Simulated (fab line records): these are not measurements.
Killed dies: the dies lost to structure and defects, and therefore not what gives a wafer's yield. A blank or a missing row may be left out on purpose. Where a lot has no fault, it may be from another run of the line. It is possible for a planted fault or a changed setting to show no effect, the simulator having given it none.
Problem report in the 8D (eight disciplines) form, filled by code    flow sky130    the parts of the form that need people (team, actions taken, sign-off) are left out

== 1. WHAT WENT WRONG ==
At SKY_VIA1_SPUTTER_20, chamber pressure pa averages 5.786 Pa over 2 wafers from 2 lots, while fault-free wafers read 4.999 Pa, standard deviation 0.0097. Relative to the usual mean, that is a shift of +81 standard deviations.
The step: material TiN, target thk 20 nm, time 80 s.
Earliest sighting: wafer L220.6 on pvd sputter-04 at day 35 00:14. The record has a number at this step for 39 wafers belonging to 13 lots. Rule for "out", or "out of limits": more than 4 standard deviations from the usual mean. All remaining wafers that have a number are taken as sound.

== 2. WHAT IT IS; WHAT IT IS NOT ==
question                     is                   is not
which readings at this step  chamber pressure pa  -
which lots                   L220, L223           L216, L218, L219, L230, L231, L232, L234, L235, L236, L238, L239
which wafers of those lots   L220.6, L223.4       L220.2, L220.3, L223.2, L223.5
read on which tools          pvd sputter-04       pvd sputter-01, pvd sputter-02
when                         from day 35 00:14    up to then (11 sound wafers); but 26 sound wafers of L223, L230, L231, L232, L234, L235, L236, L238, L239 came after

== 3. THE SUSPECTS, EACH WITH WHAT RULES IT OUT ==
Counting: a tool at a process step up to the reading stays a suspect if it ran every lot that is out. Sound lots after the first of them don't rule it out here, since some wafers of a struck lot are sound.
- pvd sputter-04 at SKY_VIA1_SPUTTER_20 (material TiN, target thk 20 nm, time 80 s): kept. Ran every lot that is out, first one L220 (day 35 00:14); last sound lot up to then L219 (day 34 18:43). Out on those wafers are its own readings of chamber pressure pa.
After counting, what remains is pvd sputter-04 at SKY_VIA1_SPUTTER_20.

== 4. THE CAUSE (what the simulator had put in) ==
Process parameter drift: pvd sputter-04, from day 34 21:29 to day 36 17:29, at SKY_VIA1_SPUTTER_20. Setting chamber pressure pa, moved by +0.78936, from 5. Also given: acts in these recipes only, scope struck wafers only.
The count eliminated every tool but this one.

== 5. THE EFFECT CHAIN, in route order ==
Rows list readings where the struck wafers' mean (over those with a number) sits beyond 3 standard deviations from the usual. Scope: only readings with a usual standard deviation given in the record; hours: median across lots of the time from each lot's start at the first step in this table that gives one to its start at this step; sigmas: change in usual standard deviations.
hours  step                 reading              usual     on struck wafers  change  sigmas
0      SKY_VIA1_SPUTTER_20  chamber pressure pa  4.999 Pa  5.786             +0.787  +81
It contains these process steps:
- SKY_VIA1_SPUTTER_20: material TiN, target thk 20 nm, time 80 s.
At these later measuring or inspecting steps, every struck wafer for which the step has a row has a number for every such reading, and none has moved that far: SKY_METAL2_OVL_MEAS_16.

== 6. WHAT WOULD HAVE CAUGHT IT SOONER ==
3 hours passed between the start of the fault at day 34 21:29 and the first reading out of limits in this record, taken at day 35 00:14.
